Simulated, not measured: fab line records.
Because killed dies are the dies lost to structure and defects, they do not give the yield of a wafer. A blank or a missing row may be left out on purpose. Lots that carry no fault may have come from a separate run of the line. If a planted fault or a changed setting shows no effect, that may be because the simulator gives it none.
Problem report in the 8D (eight disciplines) form, filled by code :: flow sky130 :: the parts of the form that need people (team, actions taken, sign-off) are left out

== 1. THE ISSUE ==
Mean of killed_at_M0_to_M3 at SKY_PAD_OPEN_PROBE_99: 252 across 6 wafers in 2 lots; on wafers with no fault it is 43 (standard deviation 7.6). Relative to the usual mean, that is a shift of +28 standard deviations.
First seen on wafer L335.1, day 49 21:11, on prober-02. At this step, 42 wafers from 14 lots have a number in the record. By rule, "out" or "out of limits" means more than 4 standard deviations away from the usual mean. The rest of the wafers with a number are treated as sound.

== 2. WHAT IT IS; WHAT IT IS NOT ==
question: which readings at this step
is: killed_at_M0_to_M3, defect-limited-yield, killed-dies
is not: killed_at_M4_up, killed-at-front-end, killed-at-other, killed-open

question: which lots
is: L335, L336
is not: L319, L320, L321, L322, L324, L325, L326, L327, L334, L337, L341, L342

question: which wafers of those lots
is: all that have a number
is not: -

question: read on which tools
is: prober-01, prober-02
is not: -

question: when
is: from day 49 21:11
is not: up to then (27 sound wafers); but 9 sound wafers of L337, L341, L342 came after

== 3. WHAT RULES OUT EACH SUSPECT ==
Counting: a tool at a process step up to the reading stays a suspect if it ran every lot that is out and no sound lot after the first of them.
- cmp-02 at SKY_VIA1_CMP_02 (polishes SiO2): kept. All lots that are out passed through it, beginning with L335 at day 38 05:50, and no sound lot followed; its final sound lot before that point was L334 at day 38 01:40.
- rie-diel-01 at SKY_VIA4_ETCH_12 (etches SiO2 in C4F8/O2/Ar, stops on TiN, target depth 580 nm): ruled out as a lasting fault. Sound lots L341, L342 ran on it after its first lot that is out, L335 (day 47 08:05).
After counting, what remains is cmp-02 at SKY_VIA1_CMP_02.

== 4. THE CAUSE (what the simulator had put in) ==
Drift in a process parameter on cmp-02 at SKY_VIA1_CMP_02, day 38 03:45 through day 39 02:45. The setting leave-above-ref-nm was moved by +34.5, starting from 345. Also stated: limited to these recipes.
Only this tool survived the counting.

== 5. SEQUENCE OF EFFECTS, ordered by route ==
Each row: a reading whose mean over the struck wafers that have a number lies more than 3 standard deviations from the usual. Only readings whose record carries a usual standard deviation are examined. hours: median over the lots of the time between each lot's start at the first step of this table that gives one and its start at this step. sigmas: the change, counted in usual standard deviations.
hours: 0
step: SKY_PAD_OPEN_PROBE_99
reading: defect-limited-yield
usual: 82.5 %
on struck wafers: 40.1
change: -42.4
sigmas: -22

hours: 0
step: SKY_PAD_OPEN_PROBE_99
reading: killed_at_M0_to_M3
usual: 43
on struck wafers: 252
change: +209
sigmas: +28

hours: 0
step: SKY_PAD_OPEN_PROBE_99
reading: killed-dies
usual: 86
on struck wafers: 295
change: +209
sigmas: +22

hours: 0
step: SKY_PAD_OPEN_PROBE_99
reading: killed-on-rim
usual: 17
on struck wafers: 58
change: +40
sigmas: +10
Process steps it contains:
- SKY_PAD_OPEN_PROBE_99

== 6. WHAT WOULD HAVE CAUGHT IT SOONER ==
The fault began at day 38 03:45; the first out-of-limits reading in this record came at day 49 21:11, 281 hours later.
Tool readings at SKY_VIA1_CMP_02 with a usual standard deviation given in the record: none out on any struck wafer, hence no alarm at a limit of 4 standard deviations on them.
All the lots that are out (2) had begun SKY_VIA1_CMP_02 on cmp-02 by day 49 21:11. Tool hold at that time: it would have spared none of them.
